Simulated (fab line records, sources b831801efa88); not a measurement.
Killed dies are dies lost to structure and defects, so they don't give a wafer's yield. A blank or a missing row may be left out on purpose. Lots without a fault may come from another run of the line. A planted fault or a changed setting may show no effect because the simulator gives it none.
fab line records | flow sky130 | part 1 of 2: steps 1 to 30 of 40
record lots=5 wafers=15 last_day=50
route steps=708 shown CAPM@550 METAL3@555 VIA3@573
lots that met no fault: from a run of the same line without faults
start_h: hours from the record's first day to the start of the lot's first wafer shown | wait_h: hours since the lot's step before | " the same as in the row above | L1.1+2: a row that stands for several wafers | - no value, or no start given | * or withheld: withheld | < > ~ a bound
route shown NAME@n: a module of which the file shows steps, and the number in the route of the first | usual: mean/standard deviation of fault-free wafers | same: alike in all rows | chamber/n: place in a boat | sites: the reading at each site | _std_site: their standard deviation | _edge_site: outer sites' mean less inner sites' | radius_mm: how far each site lies from the wafer's centre | mask NAME#n: copy n | behind: the tool/chamber that last shaped the wafer | hold: why the lot was held/for how many hours/how that ended | device: the transistor (n, p or np) that didn't switch | end of line: the same wafers' tests at the end of the route | a step without rows: its recipe alone | killed: dies lost to structure and defects at the first sort, not the wafer's yield | map: a wafer's dies, x killed, . not, _ none there
set.NAME: the setting as run; set.NAME@STEP: as run at that earlier step | model.NAME: the simulator's own value behind a step, which no gauge read
lots at some steps of the route; a table a step, a row a wafer
services: from which hour (start_h, from the record's first day; less than 0 if before it) a tool's chamber was out of use, for how many hours, and why
## steps
# step SKY_CAPM_METAL_ETCH_13
# recipe target_depth_nm=220 stop_on=SiO2 chemistry=Cl2/BCl3 target=TiN pressure_mtorr=10 icp_w=900 bias_w=48.5 Cl2_flow_sccm=60 bcl3_flow_sccm=30 time_s=62.9
# usual drypump_motor_current_A=6.1/0.33 oes_product_au=0.939/0.0099 throttle_valve_pct=21.903/0.011
# columns lot.wafer tool chamber start_h wait_h drypump_motor_current_A oes_product_au rf_hours_counter_h throttle_valve_pct
L076.3 rie_metal-01 0 901.51 0.1 6.1 0.950 - 21.886
L076.5 " 0 " " 6.1 0.924 - 21.895
L076.6 " 1 " " 6.4 0.956 - 21.914
L081.4 rie_metal-01 1 946.38 0.0 6.4 0.928 - 21.901
L081.5 " 0 " " 6.2 0.934 - 21.913
L081.6 " 1 " " 6.4 0.945 - 21.927
L092.3 rie_metal-01 0 1014.08 0.0 6.1 0.936 - 21.916
L092.4 " 1 " " 6.4 0.943 - 21.888
L092.5 " 1 " " 6.3 0.936 - 21.922
L093.1 rie_metal-04 1 1020.56 0.0 6.5 0.931 6 21.889
L093.2 " 0 " " 5.6 0.910 11 21.897
L093.3 " 1 " " 6.5 0.923 - 21.903
L094.1 rie_metal-04 0 1041.91 0.0 5.6 0.944 12 21.912
L094.2 " 1 " " 6.6 0.940 7 21.907
L094.6 " 0 " " 5.6 0.938 - 21.889
# step SKY_CAPM_STRIP_14
# recipe chemistry=O2/N2 power_w=1400 pressure_mtorr=1500 platen_temp_c=withheld o2_flow_sccm=3000 n2_flow_sccm=300 overash_fraction=0.5
# usual drypump_motor_current_A=5.7/0.52 o2_flow_sccm=3000/8.3 oes_product_au=0.711/0.0045 strip_time_to_endpoint_s=12.69/0.06
# columns lot.wafer tool chamber start_h wait_h drypump_motor_current_A o2_flow_sccm oes_product_au rf_hours_counter_h strip_time_to_endpoint_s
L076.3 plasma_asher-04 0 901.61 0.1 6.1 2992 0.705 - 12.72
L076.5 " 1 " " 4.9 3003 0.709 - 12.68
L076.6 " 0 " " 6.1 2993 0.711 - 12.61
L081.4 plasma_asher-03 1 946.47 0.1 5.8 2990 0.713 - 12.61
L081.5 " 0 " " 6.1 3007 0.721 - 12.75
L081.6 " 1 " " 5.8 2983 0.704 - 12.65
L092.3 plasma_asher-02 0 1014.17 0.1 5.1 3009 0.713 - 12.78
L092.4 " 1 " " 6.2 2995 0.708 - 12.59
L092.5 " 0 " " 5.1 2997 0.711 - 12.61
L093.1 plasma_asher-03 0 1020.63 0.1 6.1 3011 0.709 59 12.66
L093.2 " 1 " " 5.9 2994 0.708 59 12.72
L093.3 " 1 " " 5.8 2998 0.706 - 12.69
L094.1 plasma_asher-04 0 1041.98 0.1 6.1 3002 0.706 124 12.73
L094.2 " 1 " " 4.9 3006 0.711 124 12.69
L094.6 " 1 " " 4.9 2995 0.704 - 12.72
# step SKY_CAPM_STRIP_15
# recipe chemistry=post_etch_residue_remover time_s=1200 temp_c=72.5
# columns lot.wafer tool chamber start_h wait_h
L076.3+5+6 wet_bench-02 0 901.69 0.0
L081.4+5+6 wet_bench-02 3 946.53 0.0
L092.3+4+5 wet_bench-04 3 1014.23 0.0
L093.1+2+3 wet_bench-03 0 1020.73 0.1
L094.1+2+6 wet_bench-02 3 1042.08 0.1
# step SKY_CAPM_CLEAN_16
# recipe chemistry=IPA time_s=180 temp_c=25
# columns lot.wafer tool chamber start_h wait_h
L076.3+5+6 wet_bench-03 1 902.06 0.0
L081.4+5+6 wet_bench-04 0 946.87 0.0
L092.3+4+5 wet_bench-02 1 1014.57 0.0
L093.1+2+3 wet_bench-02 3 1021.07 0.0
L094.1+2+6 wet_bench-03 2 1042.42 0.0
# step SKY_CAPM_CLEAN_17
# recipe chemistry=O3/DIW dry=n2_spin
# columns lot.wafer tool chamber start_h wait_h
L076.3+5+6 wet_bench-02 0 902.12 0.0
L081.4+5+6 wet_bench-02 0 946.93 0.0
L092.3+4+5 wet_bench-04 3 1014.63 0.0
L093.1+2+3 wet_bench-04 2 1021.13 0.0
L094.1+2+6 wet_bench-02 2 1042.48 0.0
# step SKY_METAL3_DEHYDRATE_05
# recipe temp_c=200 time_s=60
# columns lot.wafer tool chamber start_h wait_h
L076.3+5+6 litho_track-03 0 914.82 12.6
L081.4+5+6 litho_track-03 0 958.45 11.4
L092.3+4+5 litho_track-01 0 1025.84 11.1
L093.1+2+3 litho_track-01 0 1031.79 10.6
L094.1+2+6 litho_track-02 0 1052.95 10.4
# step SKY_METAL3_HMDS_06
# recipe prime_time_s=60 prime_temp_c=120
# columns lot.wafer tool chamber start_h wait_h
L076.3+5+6 litho_track-03 0 914.97 0.1
L081.4+5+6 litho_track-03 0 958.60 0.1
L092.3+4+5 litho_track-01 0 1025.99 0.1
L093.1+2+3 litho_track-01 0 1031.94 0.1
L094.1+2+6 litho_track-02 0 1053.10 0.1
# step SKY_METAL3_COAT_07
# recipe resist=BARC temp_c=withheld time_s=withheld spin_rpm=3000 resist_thk_nm=60
# columns lot.wafer tool chamber start_h wait_h
L076.3+5+6 litho_track-03 0 915.12 0.1
L081.4+5+6 litho_track-03 0 958.75 0.1
L092.3+4+5 litho_track-01 0 1026.14 0.1
L093.1+2+3 litho_track-01 0 1032.09 0.1
L094.1+2+6 litho_track-02 0 1053.25 0.1
# step SKY_METAL3_COAT_08
# recipe resist=KrF-thick spin_rpm=3000 resist_thk_nm=1140
# columns lot.wafer tool chamber start_h wait_h
L076.3+5+6 litho_track-03 0 - -
L081.4+5+6 litho_track-03 0 - -
L092.3+4+5 litho_track-01 0 - -
L093.1+2+3 litho_track-01 0 - -
L094.1+2+6 litho_track-02 0 - -
# step SKY_METAL3_SOFTBAKE_09
# recipe temp_c=100 time_s=90 resist=KrF-thick
# columns lot.wafer tool chamber start_h wait_h
L076.3+5+6 litho_track-03 0 - -
L081.4+5+6 litho_track-03 0 - -
L092.3+4+5 litho_track-01 0 - -
L093.1+2+3 litho_track-01 0 - -
L094.1+2+6 litho_track-02 0 - -
# step SKY_METAL3_EXPOSE_10
# recipe mask_id=MM3 na=0.68 source_shape=annular sigma_inner=0.4 sigma_outer=0.8 target_cd_nm=300 dose_mj=28
# usual reticle_temp_C=22.99/0.11
# same sigma_inner=0.4
# columns lot.wafer tool chamber start_h wait_h mask reticle_temp_C
L076.3 krf_scanner-02 0 - - MM3#0 23.10
L076.5 " 0 " " MM3#0 22.96
L076.6 " 0 " " MM3#0 23.07
L081.4 krf_scanner-01 0 - - MM3#0 23.16
L081.5 " 0 " " MM3#0 23.00
L081.6 " 0 " " MM3#0 23.23
L092.3 krf_scanner-01 0 - - MM3#0 23.00
L092.4 " 0 " " MM3#0 23.08
L092.5 " 0 " " MM3#0 23.07
L093.1 krf_scanner-01 0 - - MM3#0 22.92
L093.2 " 0 " " MM3#0 22.94
L093.3 " 0 " " MM3#0 22.92
L094.1 krf_scanner-02 0 - - MM3#0 23.08
L094.2 " 0 " " MM3#0 22.89
L094.6 " 0 " " MM3#0 22.92
# step SKY_METAL3_PEB_11
# recipe peb_temp_c=withheld peb_time_s=withheld resist=KrF-thick
# columns lot.wafer tool chamber start_h wait_h
L076.3+5+6 litho_track-01 0 - -
L081.4+5+6 litho_track-03 0 - -
L092.3+4+5 litho_track-03 0 - -
L093.1+2+3 litho_track-03 0 - -
L094.1+2+6 litho_track-02 0 - -
# step SKY_METAL3_DEVELOP_12
# recipe develop_time_s=60 resist=KrF-thick dev_temp_c=21
# columns lot.wafer tool chamber start_h wait_h
L076.3+5+6 litho_track-01 0 - -
L081.4+5+6 litho_track-03 0 - -
L092.3+4+5 litho_track-03 0 - -
L093.1+2+3 litho_track-03 0 - -
L094.1+2+6 litho_track-02 0 - -
# step SKY_METAL3_CD_MEAS_13
# recipe target_cd_nm=300
# usual cd_nm=300.5/1.3
# columns lot.wafer tool chamber start_h wait_h cd_nm
L076.3 cd_sem-01 - 928.28 - 302.3
L076.5 " - " " 300.6
L076.6 " - " " 301.3
L081.4 cd_sem-01 - 971.63 - 301.3
L081.5 " - " " 301.6
L081.6 " - " " 301.4
L092.3 cd_sem-01 - 1036.41 - 299.7
L092.4 " - " " 300.1
L092.5 " - " " 299.6
L093.1 cd_sem-01 - 1043.77 - 299.9
L093.2 " - " " 301.0
L093.3 " - " " 301.3
L094.1 cd_sem-02 - 1064.40 - 299.7
L094.2 " - " " 301.1
L094.6 " - " " 301.3
# step SKY_METAL3_OVL_MEAS_14
# usual METAL3_OVL=0/4.8
# columns lot.wafer tool chamber start_h wait_h METAL3_OVL[nm]
L076.3 overlay-01 - 928.37 0.1 0
L076.5 " - " " -5
L076.6 " - " " -6
L081.4 overlay-02 - 971.71 0.1 4
L081.5 " - " " -6
L081.6 " - " " 0
L092.3 overlay-02 - 1036.51 0.1 2
L092.4 " - " " 3
L092.5 " - " " -2
L093.1 overlay-02 - 1043.89 0.1 -15
L093.2 " - " " -10
L093.3 " - " " -11
L094.1 overlay-01 - 1064.52 0.1 2
L094.2 " - " " -5
L094.6 " - " " -4
# step SKY_METAL3_DESCUM_15
# recipe chemistry=O2 source_power_w=150 bias_power_w=0 pressure_mtorr=10 temp_c=40 time_s=8
# usual drypump_motor_current_A=5.9/0.31 oes_product_au=0.986/0.016
# same bias_power_w=0
# columns lot.wafer tool chamber start_h wait_h drypump_motor_current_A oes_product_au rf_hours_counter_h
L076.3 rie_metal-04 0 928.41 0.0 5.6 0.982 -
L076.5 " 0 " " 5.6 0.990 -
L076.6 " 1 " " 6.6 0.989 -
L081.4 rie_metal-02 0 971.74 0.0 6.1 0.982 -
L081.5 " 1 " " 5.8 0.960 -
L081.6 " 0 " " 6.0 0.990 -
L092.3 rie_metal-04 1 1036.54 0.0 6.5 1.001 -
L092.4 " 0 " " 5.6 0.986 -
L092.5 " 1 " " 6.5 1.000 -
L093.1 rie_metal-03 1 1043.93 0.0 5.7 0.989 4
L093.2 " 0 " " 6.0 0.985 10
L093.3 " 0 " " 6.0 0.984 -
L094.1 rie_metal-03 1 1064.56 0.0 5.7 0.976 5
L094.2 " 0 " " 6.0 0.971 11
L094.6 " 0 " " 6.0 0.977 -
# step SKY_METAL3_ETCH_16
# recipe chemistry=N2/H2 target=BARC ion_energy_ev=200 bias_w=100 pressure_mtorr=30 n2_flow_sccm=100 h2_flow_sccm=200 icp_w=500 stop_on=SiO2 time_s=88.2 target_depth_a=600
# usual drypump_motor_current_A=5.9/0.31 oes_product_au=0.626/0.0045 throttle_valve_pct=13.204/0.0083
# columns lot.wafer tool chamber start_h wait_h drypump_motor_current_A oes_product_au rf_hours_counter_h throttle_valve_pct
L076.3 rie_metal-04 0 928.48 0.1 5.6 0.631 - 13.204
L076.5 " 0 " " 5.6 0.627 - 13.209
L076.6 " 1 " " 6.6 0.635 - 13.208
L081.4 rie_metal-02 0 971.79 0.0 6.1 0.631 - 13.207
L081.5 " 1 " " 5.8 0.629 - 13.209
L081.6 " 0 " " 6.1 0.627 - 13.208
L092.3 rie_metal-04 1 1036.59 0.0 6.6 0.625 - 13.201
L092.4 " 0 " " 5.6 0.628 - 13.204
L092.5 " 1 " " 6.6 0.625 - 13.196
L093.1 rie_metal-03 1 1043.96 0.0 5.7 0.628 4 13.190
L093.2 " 0 " " 6.0 0.631 10 13.195
L093.3 " 0 " " 6.0 0.628 - 13.206
L094.1 rie_metal-03 1 1064.59 0.0 5.7 0.630 5 13.197
L094.2 " 0 " " 6.0 0.618 11 13.212
L094.6 " 0 " " 6.0 0.625 - 13.221
# step SKY_METAL3_ETCH_17
# recipe target=SiO2 stop_on=TiN chemistry=C4F8/O2/Ar source_w=1500 bias_w=1200 pressure_mtorr=40 c4f8_flow_sccm=withheld O2_flow_sccm=6 Ar_flow_sccm=300 time_s=3.9 target_depth_a=150
# usual oes_product_au=0.755/0.0078
# columns lot.wafer tool chamber start_h wait_h oes_product_au
L076.3 rie_diel-02 3 928.57 0.0 0.759
L076.5 " 3 " " 0.773
L076.6 " 0 " " 0.764
L081.4 rie_diel-04 1 971.86 0.0 0.746
L081.5 " 2 " " 0.767
L081.6 " 3 " " 0.761
L092.3 rie_diel-02 2 1036.66 0.0 0.752
L092.4 " 0 " " 0.766
L092.5 " 2 " " 0.769
L093.1 rie_diel-04 3 1044.06 0.1 0.756
L093.2 " 1 " " 0.750
L093.3 " 2 " " 0.752
L094.1 rie_diel-04 3 1064.69 0.1 0.748
L094.2 " 2 " " 0.744
L094.6 " 0 " " 0.753
# step SKY_METAL3_METAL_ETCH_18
# recipe target_depth_a=8450 stop_on=SiO2 over_etch_frac=0.3 time_s=183.1 chemistry=Cl2/BCl3 resist_sidewall_deg=88 pressure_mtorr=10 icp_w=900 bias_w=48.5 Cl2_flow_sccm=60 bcl3_flow_sccm=30
# usual drypump_motor_current_A=6.0/0.31 oes_product_au=0.868/0.0071 throttle_valve_pct=22.265/0.0096
# columns lot.wafer tool chamber start_h wait_h drypump_motor_current_A oes_product_au rf_hours_counter_h throttle_valve_pct
L076.3 rie_metal-03 1 928.65 0.1 5.7 0.854 - 22.259
L076.5 " 1 " " 5.7 0.868 - 22.279
L076.6 " 0 " " 6.0 0.864 - 22.259
L081.4 rie_metal-04 0 971.94 0.1 5.6 0.865 - 22.267
L081.5 " 0 " " 5.6 0.866 - 22.253
L081.6 " 1 " " 6.6 0.864 - 22.262
L092.3 rie_metal-03 1 1036.74 0.1 5.7 0.863 - 22.234
L092.4 " 0 " " 6.0 0.865 - 22.264
L092.5 " 0 " " 6.0 0.856 - 22.272
L093.1 rie_metal-04 1 1044.08 0.0 6.6 0.862 7 22.262
L093.2 " 0 " " 5.6 0.869 12 22.267
L093.3 " 0 " " 5.6 0.858 - 22.273
L094.1 rie_metal-04 0 1064.71 0.0 5.6 0.862 14 22.270
L094.2 " 1 " " 6.6 0.875 9 22.261
L094.6 " 0 " " 5.6 0.866 - 22.273
# step SKY_METAL3_STRIP_19
# recipe chemistry=O2/N2 power_w=1400 pressure_mtorr=1500 platen_temp_c=withheld o2_flow_sccm=3000 n2_flow_sccm=300 overash_fraction=0.5
# usual drypump_motor_current_A=5.7/0.39 o2_flow_sccm=3000/8.2 oes_product_au=0.507/0.0065 strip_time_to_endpoint_s=6.66/0.12
# columns lot.wafer tool chamber start_h wait_h drypump_motor_current_A o2_flow_sccm oes_product_au rf_hours_counter_h strip_time_to_endpoint_s
L076.3 plasma_asher-04 0 928.80 0.1 6.1 3004 0.498 - 6.36
L076.5 " 0 " " 6.1 3003 0.495 - 6.34
L076.6 " 1 " " 4.9 3014 0.507 - 6.70
L081.4 plasma_asher-01 0 972.09 0.1 6.0 3003 0.502 - 6.64
L081.5 " 1 " " 5.4 3014 0.508 - 6.68
L081.6 " 0 " " 5.9 3012 0.501 - 6.57
L092.3 plasma_asher-01 0 1036.89 0.1 5.9 2997 0.504 - 6.60
L092.4 " 1 " " 5.4 3002 0.508 - 6.72
L092.5 " 0 " " 6.0 3011 0.523 - 6.74
L093.1 plasma_asher-03 1 1044.26 0.1 5.8 2996 0.502 61 6.52
L093.2 " 0 " " 6.1 2995 0.515 61 6.66
L093.3 " 0 " " 6.1 3000 0.515 - 6.68
L094.1 plasma_asher-04 0 1064.88 0.1 6.1 2990 0.508 0 6.68
L094.2 " 1 " " 4.9 3000 0.498 0 6.59
L094.6 " 0 " " 6.1 2998 0.503 - 6.64
# step SKY_METAL3_STRIP_20
# recipe chemistry=post_etch_residue_remover time_s=1200 temp_c=72.5
# columns lot.wafer tool chamber start_h wait_h
L076.3+5+6 wet_bench-03 3 928.87 0.0
L081.4+5+6 wet_bench-03 1 972.16 0.0
L092.3+4+5 wet_bench-01 1 1036.96 0.0
L093.1+2+3 wet_bench-01 2 1044.36 0.1
L094.1+2+6 wet_bench-01 3 1064.98 0.1
# step SKY_METAL3_CLEAN_21
# recipe chemistry=IPA time_s=180 temp_c=25
# columns lot.wafer tool chamber start_h wait_h
L076.3+5+6 wet_bench-01 0 929.24 0.0
L081.4+5+6 wet_bench-03 3 972.50 0.0
L092.3+4+5 wet_bench-03 3 1037.30 0.0
L093.1+2+3 wet_bench-01 2 1044.70 0.0
L094.1+2+6 wet_bench-03 1 1065.33 0.0
# step SKY_METAL3_CLEAN_22
# recipe chemistry=O3/DIW dry=n2_spin
# columns lot.wafer tool chamber start_h wait_h
L076.3+5+6 wet_bench-02 3 929.30 0.0
L081.4+5+6 wet_bench-02 1 972.56 0.0
L092.3+4+5 wet_bench-01 3 1037.36 0.0
L093.1+2+3 wet_bench-01 0 1044.76 0.0
L094.1+2+6 wet_bench-02 1 1065.38 0.0
# step SKY_VIA3_HDPCVD_00
# recipe material=SiO2 target_thk_nm=1635 sigma_open_frac=0.3 time_s=272.5 temp_c=400 sih4_flow_sccm=60 pressure_mtorr=6
# columns lot.wafer tool chamber start_h wait_h
L076.3+5+6 hdpcvd-01 2,0,2 929.40 0.0
L081.4+5+6 hdpcvd-02 0,2,1 972.73 0.1
L092.3+4+5 hdpcvd-02 2,1,2 1037.45 0.0
L093.1+2+3 hdpcvd-01 0,2,0 1044.85 0.0
L094.1+2+6 hdpcvd-01 1,2,1 1065.48 0.0
# step SKY_VIA3_THK_MEAS_01
# recipe reads=SiO2_of_VIA3_HDPCVD_00
# usual VIA3_HDPCVD_THK=1635/17
# columns lot.wafer tool chamber start_h wait_h VIA3_HDPCVD_THK[nm]
L076.3 film_metro-04 - 929.58 0.1 1653
L076.5 " - " " 1625
L076.6 " - " " 1640
L081.4 film_metro-04 - 972.84 0.0 1617
L081.5 " - " " 1644
L081.6 " - " " 1634
L092.3 film_metro-04 - 1037.64 0.1 1639
L092.4 " - " " 1628
L092.5 " - " " 1647
L093.1 film_metro-04 - 1045.10 0.2 1628
L093.2 " - " " 1629
L093.3 " - " " 1633
L094.1 film_metro-03 - 1065.64 0.1 1634
L094.2 " - " " 1646
L094.6 " - " " 1622
# step SKY_VIA3_CMP_02
# recipe material=SiO2 down_force_psi=4 platen_rpm=60 pad_velocity_m_s=0.94248
# usual head_pressure_psi=4.000/0.0093 motor_current_A=11.9/1.1
# columns lot.wafer tool chamber start_h wait_h head_pressure_psi motor_current_A
L076.3 cmp-01 1 929.62 0.0 3.996 11.4
L076.6 " 1 " " 4.003 11.1
L076.5 " 2 " " 4.000 13.1
L081.4 cmp-02 1 972.97 0.1 3.997 12.0
L081.5 " 3 " " 4.005 12.2
L081.6 " 0 " " 4.005 10.6
L092.3 cmp-01 1 1037.68 0.0 4.018 11.4
L092.4 " 2 " " 4.001 12.6
L092.5 " 1 " " 4.018 11.0
L093.1 cmp-01 2 1045.21 0.1 3.991 12.8
L093.3 " 3 " " 3.997 11.7
L093.2 " 0 " " 4.008 13.1
L094.2 cmp-02 0 1065.70 0.0 4.003 11.2
L094.1 " 3 " " 4.000 11.2
L094.6 " 1 " " 3.998 12.2
# step SKY_VIA3_BOW_MEAS_03
# recipe mode=bow
# usual VIA3_BOW=80/7.9
# columns lot.wafer tool chamber start_h wait_h VIA3_BOW[um]
L076.3 film_metro-03 - 929.96 0.3 82
L076.5 " - " " 77
L076.6 " - " " 82
L081.4 film_metro-02 - 973.23 0.2 81
L081.5 " - " " 78
L081.6 " - " " 75
L092.3 film_metro-02 - 1038.03 0.3 89
L092.4 " - " " 80
L092.5 " - " " 81
L093.1 film_metro-03 - 1045.46 0.2 71
L093.2 " - " " 73
L093.3 " - " " 75
L094.1 film_metro-04 - 1066.00 0.1 78
L094.2 " - " " 92
L094.6 " - " " 87
# step SKY_VIA3_DEHYDRATE_04
# recipe temp_c=200 time_s=60
# columns lot.wafer tool chamber start_h wait_h
L076.3+5+6 litho_track-04 0 942.12 12.1
L081.4+5+6 litho_track-03 0 984.05 10.8
L092.3+4+5 litho_track-02 0 1049.20 11.2
L093.1+2+3 litho_track-03 0 1056.07 10.6
L094.1+2+6 litho_track-04 0 1076.07 10.0
# step SKY_VIA3_HMDS_05
# recipe prime_time_s=60 prime_temp_c=120
# columns lot.wafer tool chamber start_h wait_h
L076.3+5+6 litho_track-04 0 942.27 0.1
L081.4+5+6 litho_track-03 0 984.20 0.1
L092.3+4+5 litho_track-02 0 1049.35 0.1
L093.1+2+3 litho_track-03 0 1056.22 0.1
L094.1+2+6 litho_track-04 0 1076.22 0.1
# step SKY_VIA3_COAT_06
# recipe resist=BARC temp_c=withheld time_s=withheld spin_rpm=3000 resist_thk_nm=60
# columns lot.wafer tool chamber start_h wait_h
L076.3+5+6 litho_track-04 0 942.42 0.1
L081.4+5+6 litho_track-03 0 984.35 0.1
L092.3+4+5 litho_track-02 0 1049.50 0.1
L093.1+2+3 litho_track-03 0 1056.37 0.1
L094.1+2+6 litho_track-04 0 1076.37 0.1
